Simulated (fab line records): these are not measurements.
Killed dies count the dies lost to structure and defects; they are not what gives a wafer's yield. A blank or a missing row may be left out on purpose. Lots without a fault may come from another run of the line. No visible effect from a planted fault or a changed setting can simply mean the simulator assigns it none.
Problem report, 8D (eight disciplines) form, completed by code -- flow sky130 -- the parts of the form that need people (team, actions taken, sign-off) are left out

1. THE ISSUE
Wafers without a fault read 15.001, standard deviation 0.0043; beam-energy-keV at SKY_LDD_LDN_IMPLANT_08 reads a mean of 15.709 on 6 wafers belonging to 2 lots. So: +99 or more standard deviations from the usual mean.
First seen on wafer L194.2, day 26 08:45, on implanter-04. Wafers with a number at this step in the record: 18, from 6 lots. Rule for "out" (also "out of limits"): further than 4 standard deviations from the usual mean. Any other wafer with a number is counted as sound.

2. WHAT THIS IS AND IS NOT
question,is,is not
which readings at this step,beam-energy-keV,beam-on-s
which lots,"L194, L195","L187, L188, L200, L206"
which wafers of those lots,all that have a number,-
read on which tools,implanter-04,"implanter-02, implanter-03"
when,from day 26 08:45,"up to then (6 sound wafers); but 6 sound wafers of L200, L206 came after"

3. THE SUSPECTS, EACH WITH WHAT RULES IT OUT
Counting: any tool at a process step up to the reading is kept as a suspect provided that every lot that is out went through it and no sound lot did after the first of them.
- implanter-04 at SKY_LDD_LDN_IMPLANT_08: kept. All lots that are out passed through it, beginning with L194 at day 26 08:45, and no sound lot followed; its final sound lot before that point was L188 at day 24 03:23. Its own beam-energy-keV readings are out on those wafers.
After counting, what remains is implanter-04 at SKY_LDD_LDN_IMPLANT_08.

4. THE CAUSE (what the simulator had put in)
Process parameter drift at SKY_LDD_LDN_IMPLANT_08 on implanter-04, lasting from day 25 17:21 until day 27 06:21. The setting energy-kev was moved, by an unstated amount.
This tool alone remained once counting was done.

5. THE CHAIN OF EFFECTS, in route order
Each row: a reading where the mean over the struck wafers with a number is more than 3 standard deviations away from the usual. Only readings whose record carries a usual standard deviation are examined. hours: median over the lots of the time between each lot's start at the first step of this table that gives one and its start at this step. sigmas: the change, counted in usual standard deviations.
hours,step,reading,usual,on struck wafers,change,sigmas
0,SKY_LDD_LDN_IMPLANT_08,beam-energy-keV,15.001,15.709,+0.708,+99 or more
Here are the process steps it includes:
- SKY_LDD_LDN_IMPLANT_08

6. HOW IT WOULD HAVE BEEN CAUGHT EARLIER
The fault began at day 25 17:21; the first out-of-limits reading in this record came at day 26 08:45, 15 hours later.
